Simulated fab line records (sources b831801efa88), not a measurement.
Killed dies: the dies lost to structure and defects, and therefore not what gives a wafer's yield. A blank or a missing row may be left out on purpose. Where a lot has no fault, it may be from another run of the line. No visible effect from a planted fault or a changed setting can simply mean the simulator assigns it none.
Which tool is to blame? | flow gf180mcu | Sampling: 13 lots, 39 wafers, 2 of 602 route steps

## WHAT EACH GAUGE READ, for each wafer
GF_MIM_THK_MEAS_11: measures by xrf. Usual: MIM_ALCU_THK gives 199.0 nm (standard deviation 2.5).
lot  | measured     | on            | MIM_ALCU_THK (nm) | flag
L848 | day 24 10:05 | film_metro-01 | 198.2 197.1 199.2 |
L849 | day 24 20:29 | film_metro-01 | 201.2 198.5 198.1 |
L850 | day 25 08:14 | film_metro-03 | 201.5 196.1 201.1 |
L851 | day 25 12:19 | film_metro-03 | 200.8 197.5 200.6 |
L852 | day 25 23:55 | film_metro-01 | 197.0 198.2 196.6 |
L855 | day 27 10:02 | film_metro-03 | 197.2 198.3 200.1 |
L856 | day 27 11:53 | film_metro-03 | 201.8 202.1 200.4 |
L857 | day 27 16:54 | film_metro-01 | 194.5 196.3 195.1 |
L861 | day 28 23:11 | film_metro-03 | 198.8 200.4 201.7 |
L862 | day 29 06:04 | film_metro-04 | 200.0 198.9 201.2 |
L863 | day 29 15:40 | film_metro-01 | 199.5 198.6 200.4 |
L865 | day 29 21:04 | film_metro-03 | 202.2 201.7 200.5 |
L871 | day 31 10:32 | film_metro-01 | 196.4 198.5 197.3 |

## WHICH TOOL RAN EACH LOT (tool, then ch and the chambers of the sampled wafers, then the start)
lot  | GF_V1_CVD_00
L848 | hdpcvd-02 ch 0,2, day 17 00:10
L849 | hdpcvd-02 ch 0,2, day 17 11:40
L850 | hdpcvd-02 ch 1,2, day 18 00:53
L851 | hdpcvd-02 ch 0,2, day 18 04:53
L852 | hdpcvd-01 ch 0,1,2, day 18 17:23
L855 | hdpcvd-02 ch 0,1, day 20 10:14
L856 | hdpcvd-02 ch 1,2, day 20 12:26
L857 | hdpcvd-01 ch 1,2, day 20 18:59
L861 | hdpcvd-02 ch 0,1, day 22 07:17
L862 | hdpcvd-02 ch 0,1,2, day 22 15:18
L863 | hdpcvd-02 ch 0,1,2, day 23 03:29
L865 | hdpcvd-02 ch 0,1,2, day 23 09:48
L871 | hdpcvd-01 ch 0,2, day 25 07:35
- GF_V1_CVD_00: deposits SiO2, target thk 600 nm, time 100 s.

## AS READ BY THE TOOLS THEMSELVES (means over the sampled wafers that have a number; for cases with no such wafer, the mark the record gives instead)
The record holds no such reading with a usual standard deviation.

## THE ANSWER, worked out from the rows above alone
Rule: a lot is off if the mean of its wafers that have a number lies more than 3 standard deviations from the usual mean. Also off: a lot with no number at a reading for which 4 or more lots have one. Any other lot the step has rows for is counted as sound. Order of review: gauges by route order, followed by the tools' own readings, for which a lot's mean as printed above is used. At the first step where some lot is off, the reading lying furthest off is the one used; lots without a number count as furthest.
No lot is off at any reading shown: from this, nothing can be told.

## WHAT THE SIMULATOR PUT IN
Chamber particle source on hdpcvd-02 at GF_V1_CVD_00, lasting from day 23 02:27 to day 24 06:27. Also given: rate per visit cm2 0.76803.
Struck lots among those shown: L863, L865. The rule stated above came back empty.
